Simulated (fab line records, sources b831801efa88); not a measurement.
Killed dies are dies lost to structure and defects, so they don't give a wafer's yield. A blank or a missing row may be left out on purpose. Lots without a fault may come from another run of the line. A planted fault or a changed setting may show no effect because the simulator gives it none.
fab line records | flow sky130
record lots=11 wafers=33 last_day=49
route steps=708 shown RES_PROTECT@214 RES_XHIGH@341 SD_N@356 SD_P@359 LOCAL_INTERCONNECT@398
lots that met no fault: from a run of the same line without faults
start_h: hours from the record's first day to the start of the lot's first wafer shown | wait_h: hours since the lot's step before | " the same as in the row above | L1.1+2: a row that stands for several wafers | - no value, or no start given | * or withheld: withheld | < > ~ a bound
route shown NAME@n: a module of which the file shows steps, and the number in the route of the first | usual: mean/standard deviation of fault-free wafers | same: alike in all rows | chamber/n: place in a boat | sites: the reading at each site | _std_site: their standard deviation | _edge_site: outer sites' mean less inner sites' | radius_mm: how far each site lies from the wafer's centre | mask NAME#n: copy n | behind: the tool/chamber that last shaped the wafer | hold: why the lot was held/for how many hours/how that ended | device: the transistor (n, p or np) that didn't switch | end of line: the same wafers' tests at the end of the route | a step without rows: its recipe alone | killed: dies lost to structure and defects at the first sort, not the wafer's yield | map: a wafer's dies, x killed, . not, _ none there
set.NAME: the setting as run; set.NAME@STEP: as run at that earlier step | model.NAME: the simulator's own value behind a step, which no gauge read
steps of the route over a sample of lots; a table a step, a row a wafer
services: from which hour (start_h, from the record's first day; less than 0 if before it) a tool's chamber was out of use, for how many hours, and why
## steps
# step SKY_RES_PROTECT_STRIP_07
# recipe chemistry=O2/N2 power_w=1400 pressure_mtorr=1500 platen_temp_c=withheld o2_flow_sccm=3000 n2_flow_sccm=300 overash_fraction=0.5
# usual drypump_motor_current_A=5.7/0.34 oes_product_au=0.518/0.0042 strip_time_to_endpoint_s=23.33/0.048
# columns lot.wafer tool chamber start_h wait_h drypump_motor_current_A oes_product_au rf_hours_counter_h strip_time_to_endpoint_s
L894.1 plasma_asher-04 0 336.41 0.1 5.8 0.520 21 23.34
L894.2 " 1 " " 5.3 0.521 21 23.38
L894.5 " 1 " " 5.4 0.525 - 23.36
L895.1 plasma_asher-02 0 349.64 0.1 6.2 0.520 69 23.22
L895.2 " 1 " " 5.5 0.518 69 23.27
L895.3 " 1 " " 5.4 0.520 - 23.30
L896.1 plasma_asher-02 1 355.86 0.1 5.4 0.524 70 23.31
L896.2 " 0 " " 6.2 0.517 70 23.33
L896.4 " 1 " " 5.4 0.516 - 23.28
L899.2 plasma_asher-01 0 383.96 0.1 5.7 0.524 68 23.39
L899.4 " 1 " " 6.2 0.527 - 23.39
L899.5 " 0 " " 5.7 0.512 - 23.39
L898.1 plasma_asher-01 1 393.19 0.1 6.2 0.521 69 23.36
L898.3 " 1 " " 6.2 0.517 - 23.32
L898.4 " 0 " " 5.7 0.520 - 23.31
L901.1 plasma_asher-04 0 416.74 0.1 5.8 0.515 28 23.36
L901.3 " 1 " " 5.3 0.515 - 23.34
L901.6 " 1 " " 5.3 0.519 - 23.40
L905.1 plasma_asher-02 0 455.86 0.1 6.2 0.518 3 23.29
L905.5 " 0 " " 6.2 0.507 - 23.30
L905.6 " 1 " " 5.4 0.515 - 23.28
L907.1 plasma_asher-04 0 462.46 0.1 5.8 0.520 32 23.36
L907.2 " 1 " " 5.3 0.526 32 23.33
L907.6 " 1 " " 5.3 0.517 - 23.36
L910.1 plasma_asher-02 1 489.94 0.1 5.4 0.517 6 23.35
L910.2 " 0 " " 6.3 0.519 6 23.34
L910.3 " 1 " " 5.4 0.521 - 23.34
L911.1 plasma_asher-04 1 492.11 0.1 5.4 0.516 35 23.27
L911.2 " 0 " " 5.8 0.522 35 23.29
L911.4 " 1 " " 5.3 0.519 - 23.29
L912.1 plasma_asher-04 1 498.76 0.1 5.3 0.526 36 23.35
L912.2 " 0 " " 5.8 0.523 36 23.35
L912.5 " 1 " " 5.3 0.515 - 23.32
# step SKY_RES_XHIGH_TW_MEAS_09
# usual RES_XHIGH_TW=1644/7.9
# columns lot.wafer tool chamber start_h wait_h RES_XHIGH_TW
L894.1 film_metro-02 - 613.54 0.1 1639
L894.2 " - " " 1640
L894.5 " - " " 1636
L895.1 film_metro-01 - 636.76 0.1 1638
L895.2 " - " " 1639
L895.3 " - " " 1637
L896.1 film_metro-04 - 640.10 0.1 1657
L896.2 " - " " 1642
L896.4 " - " " 1642
L899.2 film_metro-01 - 658.42 0.1 1657
L899.4 " - " " 1647
L899.5 " - " " 1646
L898.1 film_metro-04 - 669.15 0.1 1640
L898.3 " - " " 1626
L898.4 " - " " 1634
L901.1 film_metro-01 - 691.56 0.1 1653
L901.3 " - " " 1649
L901.6 " - " " 1648
L905.1 film_metro-02 - 725.56 0.1 1641
L905.5 " - " " 1645
L905.6 " - " " 1634
L907.1 film_metro-04 - 733.31 0.1 1637
L907.2 " - " " 1642
L907.6 " - " " 1638
L910.1 film_metro-01 - 754.21 0.1 1646
L910.2 " - " " 1651
L910.3 " - " " 1646
L911.1 film_metro-04 - 759.76 0.1 1641
L911.2 " - " " 1646
L911.4 " - " " 1653
L912.1 film_metro-01 - 764.01 0.1 1645
L912.2 " - " " 1642
L912.5 " - " " 1657
# step SKY_SD_N_RTA_14
# recipe temp_c=1075 time_s=2 idle_temp_c=650 ramp_up_c_per_s=150 ramp_down_c_per_s=90 ambient=N2
# usual lamp_power_pct=15.73/0.047 wafer_temp_C_max=1078.3/1.4
# columns lot.wafer tool chamber start_h wait_h lamp_power_pct wafer_temp_C_max
L894.1 rtp_anneal-01 0 643.25 0.0 15.82 1078.6
L894.2 " 0 " " 15.81 1078.4
L894.5 " 0 " " 15.74 1078.0
L895.1 rtp_anneal-02 0 665.43 0.0 15.71 1080.8
L895.2 " 0 " " 15.76 1079.6
L895.3 " 0 " " 15.70 1078.5
L896.1 rtp_anneal-01 0 668.64 0.0 15.70 1078.3
L896.2 " 0 " " 15.66 1078.1
L896.4 " 0 " " 15.76 1078.3
L899.2 rtp_anneal-01 0 687.11 0.0 15.72 1077.2
L899.4 " 0 " " 15.84 1077.3
L899.5 " 0 " " 15.65 1077.7
L898.1 rtp_anneal-02 0 697.82 0.0 15.74 1079.8
L898.3 " 0 " " 15.81 1079.7
L898.4 " 0 " " 15.70 1075.7
L901.1 rtp_anneal-02 0 719.57 0.0 15.77 1075.7
L901.3 " 0 " " 15.70 1080.5
L901.6 " 0 " " 15.78 1079.0
L905.1 rtp_anneal-02 0 753.00 0.0 15.67 1077.7
L905.5 " 0 " " 15.75 1079.1
L905.6 " 0 " " 15.68 1077.3
L907.1 rtp_anneal-02 0 760.78 0.0 15.74 1079.0
L907.2 " 0 " " 15.73 1078.1
L907.6 " 0 " " 15.81 1078.1
L910.1 rtp_anneal-01 0 781.12 0.0 16.41 1102.6
L910.2 " 0 " " 16.45 1100.0
L910.3 " 0 " " 16.47 1104.9
L911.1 rtp_anneal-02 0 786.47 0.0 15.70 1076.2
L911.2 " 0 " " 15.72 1078.9
L911.4 " 0 " " 15.73 1078.9
L912.1 rtp_anneal-01 0 791.00 0.0 16.50 1101.0
L912.2 " 0 " " 16.45 1102.1
L912.5 " 0 " " 16.40 1101.2
# step SKY_SD_N_RS_MEAS_16
# recipe thk_meas_gauge=four-point-probe
# usual SD_N_RS=68.50/0.14
# columns lot.wafer tool chamber start_h wait_h hold SD_N_RS[ohm/sq]
L894.1 film_metro-01 - 643.42 0.1 - 68.26
L894.2 " - " " - 68.38
L894.5 " - " " - 68.48
L895.1 film_metro-04 - 665.61 0.1 - 68.65
L895.2 " - " " - 68.80
L895.3 " - " " - 68.67
L896.1 film_metro-01 - 668.82 0.1 - 68.31
L896.2 " - " " - 68.33
L896.4 " - " " - 68.33
L899.2 film_metro-02 - 687.29 0.1 - 68.37
L899.4 " - " " - 68.51
L899.5 " - " " - 68.33
L898.1 film_metro-01 - 697.99 0.1 - 68.46
L898.3 " - " " - 68.43
L898.4 " - " " - 68.28
L901.1 film_metro-04 - 719.74 0.1 - 68.99
L901.3 " - " " - 68.67
L901.6 " - " " - 68.67
L905.1 film_metro-02 - 753.17 0.1 - 68.56
L905.5 " - " " - 68.60
L905.6 " - " " - 68.48
L907.1 film_metro-02 - 760.95 0.1 - 68.47
L907.2 " - " " - 68.37
L907.6 " - " " - 68.42
L910.1 film_metro-04 - 781.29 0.1 await_dispo/0.2h/release 63.98
L910.2 " - " " await_dispo/0.2h/release 64.08
L910.3 " - " " await_dispo/0.2h/release 64.07
L910.1 film_metro-04 - 781.65 0.3 - 64.12
L910.2 " - " " - 63.97
L910.3 " - " " - 63.99
L911.1 film_metro-04 - 786.65 0.1 - 68.55
L911.2 " - " " - 68.51
L911.4 " - " " - 68.72
L912.1 film_metro-02 - 791.17 0.1 await_dispo/0.2h/release 63.87
L912.2 " - " " await_dispo/0.2h/release 63.81
L912.5 " - " " await_dispo/0.2h/release 63.95
L912.1 film_metro-02 - 791.53 0.3 - 63.66
L912.2 " - " " - 63.73
L912.5 " - " " - 63.79
# step SKY_SD_N_RS_MEAS_17
# recipe thk_meas_gauge=four-point-probe
# usual SD_P_RS=147.0/0.43
# columns lot.wafer tool chamber start_h wait_h hold SD_P_RS[ohm/sq]
L894.1 film_metro-01 - 643.54 0.1 - 146.9
L894.2 " - " " - 146.6
L894.5 " - " " - 146.5
L895.1 film_metro-04 - 665.73 0.1 - 147.1
L895.2 " - " " - 147.3
L895.3 " - " " - 147.2
L896.1 film_metro-01 - 668.94 0.1 - 146.3
L896.2 " - " " - 146.2
L896.4 " - " " - 146.3
L899.2 film_metro-02 - 687.41 0.1 - 146.3
L899.4 " - " " - 146.6
L899.5 " - " " - 146.0
L898.1 film_metro-01 - 698.11 0.1 - 146.8
L898.3 " - " " - 146.5
L898.4 " - " " - 146.6
L901.1 film_metro-04 - 719.86 0.1 - 147.7
L901.3 " - " " - 147.6
L901.6 " - " " - 147.5
L905.1 film_metro-02 - 753.29 0.1 - 147.1
L905.5 " - " " - 147.2
L905.6 " - " " - 147.1
L907.1 film_metro-02 - 761.07 0.1 - 146.9
L907.2 " - " " - 147.1
L907.6 " - " " - 147.0
L910.1 film_metro-04 - 784.53 2.9 await_dispo/0.2h/release 125.7
L910.2 " - " " await_dispo/0.2h/release 125.9
L910.3 " - " " await_dispo/0.2h/release 126.1
L910.1 film_metro-04 - 784.82 0.3 - 125.8
L910.2 " - " " - 126.2
L910.3 " - " " - 125.9
L911.1 film_metro-04 - 786.77 0.1 - 147.2
L911.2 " - " " - 147.0
L911.4 " - " " - 147.4
L912.1 film_metro-02 - 798.97 7.4 await_dispo/0.2h/release 125.4
L912.2 " - " " await_dispo/0.2h/release 125.5
L912.5 " - " " await_dispo/0.2h/release 125.6
L912.1 film_metro-02 - 799.26 0.3 - 125.5
L912.2 " - " " - 125.5
L912.5 " - " " - 125.5
# step SKY_LOCAL_INTERCONNECT_CD_MEAS_11
# recipe target_cd_nm=170
# usual cd_nm=169.6/1.7
# columns lot.wafer tool chamber start_h wait_h cd_nm
L894.1 cd_sem-02 - 700.76 - 173.4
L894.2 " - " " 174.0
L894.5 " - " " 172.8
L895.1 cd_sem-01 - 722.21 - 166.7
L895.2 " - " " 167.0
L895.3 " - " " 167.6
L896.1 cd_sem-02 - 726.16 - 170.8
L896.2 " - " " 170.0
L896.4 " - " " 169.9
L899.2 cd_sem-01 - 744.55 - 168.1
L899.4 " - " " 169.7
L899.5 " - " " 167.9
L898.1 cd_sem-02 - 755.03 - 170.6
L898.3 " - " " 170.1
L898.4 " - " " 171.7
L901.1 cd_sem-01 - 775.43 - 169.2
L901.3 " - " " 168.9
L901.6 " - " " 169.8
L905.1 cd_sem-02 - 807.26 - 170.8
L905.5 " - " " 170.0
L905.6 " - " " 169.3
L907.1 cd_sem-02 - 815.44 - 170.3
L907.2 " - " " 171.1
L907.6 " - " " 170.3
L911.1 cd_sem-01 - 840.04 - 170.8
L911.2 " - " " 169.8
L911.4 " - " " 169.8
## services
# columns tool chamber start_h hours kind
plasma_asher-01 - 411.08 1.6 repair
plasma_asher-02 - 421.25 9.0 pm
plasma_asher-02 0 421.25 9.0 vent_cycle
plasma_asher-02 1 421.25 9.0 vent_cycle
plasma_asher-02 0 430.25 - clean
plasma_asher-02 1 430.25 - clean
plasma_asher-04 - 431.73 14.6 pm
plasma_asher-02 - 445.92 0.6 repair
plasma_asher-02 - 447.96 2.8 pm
rtp_anneal-02 - 452.56 1.2 pm
rtp_anneal-01 - 498.18 4.9 pm
plasma_asher-02 - 507.51 14.6 pm
plasma_asher-01 - 527.95 4.3 pm
plasma_asher-04 - 528.25 2.8 pm
plasma_asher-04 - 531.01 3.3 repair
rtp_anneal-02 - 547.39 75.4 pm
plasma_asher-04 - 637.61 4.7 repair
plasma_asher-02 - 680.76 4.3 pm
plasma_asher-01 - 733.75 9.0 pm
plasma_asher-01 0 733.75 9.0 vent_cycle
plasma_asher-01 1 733.75 9.0 vent_cycle
plasma_asher-01 0 742.75 - clean
plasma_asher-01 1 742.75 - clean
## key
first_sign step=SKY_SD_N_RTA_14 reading=wafer_temp_C_max direction=up sigmas=17 usual=* struck=*
effect step=SKY_SD_N_RTA_14 reading=lamp_power_pct direction=up sigmas=15 usual=15.73 struck=16.45
effect step=SKY_SD_N_RS_MEAS_16 reading=visit direction=added
effect step=SKY_SD_N_RS_MEAS_16 reading=SD_N_RS direction=down sigmas=32 usual=68.50 struck=63.96
effect step=SKY_SD_N_RS_MEAS_17 reading=visit direction=added
effect step=SKY_SD_N_RS_MEAS_17 reading=SD_P_RS direction=down sigmas=49 usual=147.0 struck=125.7
met_at SKY_SD_N_RTA_14
struck_lots L910,L912
scrapped_behind SKY_SD_N_RS_MEAS_17 L910.1,L910.2,L910.3,L912.1,L912.2,L912.5
not_acting_at SKY_RES_PROTECT_STRIP_07,SKY_RES_XHIGH_TW_MEAS_09,SKY_LOCAL_INTERCONNECT_CD_MEAS_11
onset_between 687.11 781.12
fault kind=process_parameter_drift tool=rtp_anneal-01 chamber=- onset_h=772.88 steps=SKY_SD_N_RTA_14 channel=temp_c offset=* shape=step end_h=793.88 acts_in=* stated=*
